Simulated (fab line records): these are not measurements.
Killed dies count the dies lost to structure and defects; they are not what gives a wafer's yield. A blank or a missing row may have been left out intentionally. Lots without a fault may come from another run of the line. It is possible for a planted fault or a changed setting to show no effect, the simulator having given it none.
A lot that was struck, set against a sound lot :: flow sky130 :: 15 steps out of a route of 708
Sound: these wafers, L223.3, L223.4, L223.5. Wafers L227.2, L227.5, L227.6 were the ones struck. The cause comes at the end.
For every step that has rows: the tool of each side, followed by ch and its chambers, followed by its first start. Under that, the readings that differ: sound wafers :: struck wafers :: difference of the means :: sigmas: that difference in standard deviations of wafers without a fault.
alike: readings with means less than 2 such deviations apart, plus words and numbers identical on both sides. not compared: withheld readings, readings lacking a value on some wafer, bounds such as >300 that could conceal the same value, and numbers that have no deviation in the record and whose values overlap.
Wherever a step has rows on one side only, a row that says differs or no value, or a row with sigmas, the two part there. When numbers do not overlap yet have no deviation, they are printed without sigmas and do not part them. A reading that every wafer of one side lacks parts them only if that side has two wafers or more.

first, 7 steps without rows for these wafers: SKY_VIA2_HMDS_05 (prime time 60 s); SKY_VIA2_COAT_06 (resist thk 60 nm); SKY_VIA2_COAT_07 (resist thk 450 nm); SKY_VIA2_SOFTBAKE_08 (time 90 s); SKY_VIA2_EXPOSE_09 (exposes mask VIM2, target cd 200 nm); SKY_VIA2_PEB_10; SKY_VIA2_DEVELOP_11 (develop time 60 s).
SKY_VIA2_CD_MEAS_12 targets a cd of 200 nm.
  struck on cd-sem-01, day 37 19:15; sound on cd-sem-02, day 35 23:19
  alike: cd-nm
SKY_VIA2_OVL_MEAS_13:
  struck on overlay-01, day 37 19:21; sound on overlay-02, day 35 23:25
  alike: VIA2_OVL
SKY_VIA2_ETCH_14: etches BARC in N2/H2, stops on SiO2, time 45.9 s, target depth 60 nm.
  sound on rie-diel-03 ch 0,1,3, day 35 23:26; struck on rie-diel-03 ch 0,3, day 37 19:23
  alike: chamber-pressure-mTorr, drypump-motor-current-A, oes-product-au, throttle-valve-pct
  not compared: rf-hours-counter-h
SKY_VIA2_ETCH_15: etches SiO2 in C4F8/O2/Ar, stops on TiN, target depth 546 nm, time 84 s.
  sound on rie-diel-03 ch 0,1,3, day 35 23:29; struck on rie-diel-03 ch 0,3, day 37 19:26
  alike: chamber-pressure-mTorr, oes-product-au
  not compared: rf-hours-counter-h
SKY_VIA2_STRIP_16: strips in O2/N2.
  sound on plasma-asher-03 ch 0,1, day 35 23:34; struck on plasma-asher-04 ch 0,1, day 37 19:29
  alike: chamber-pressure-mTorr, drypump-motor-current-A, oes-product-au, strip-time-to-endpoint-s
  not compared: rf-hours-counter-h
SKY_VIA2_STRIP_17: strips in post etch residue remover, time 1200 s.
  sound on wet-bench-01 ch 3, day 35 23:38; struck on wet-bench-02 ch 0, day 37 19:35
  no value came back on the struck wafers for bath-guard-temp-C (C), bath-heat-duty-pct (%), temp-c (C); on the sound wafers bath-guard-temp-C (C) reads 72.5 73.0 73.3
then, 1 step without rows for these wafers: SKY_VIA2_CLEAN_18 (cleans in IPA, time 180 s).
-- the record jumps here: 9 days lie between the struck wafers' starts before and after (it left off in module VIA2 and takes up again in module PAD_OPEN, whose first step shown is number 708 of the route) --
SKY_PAD_OPEN_PROBE_99:
  struck on prober-02, day 46 22:39; sound on prober-02, day 45 12:45
reading: model.etest.via2-chain.rc-ohm
sound: 10.11 10.43 10.57
struck: 13.31 12.13 13.6
difference: +2.64
sigmas: 

WHERE THEY PART
Only at SKY_VIA2_STRIP_17, as far as this record shows.

WHY: what had been put in by the simulator
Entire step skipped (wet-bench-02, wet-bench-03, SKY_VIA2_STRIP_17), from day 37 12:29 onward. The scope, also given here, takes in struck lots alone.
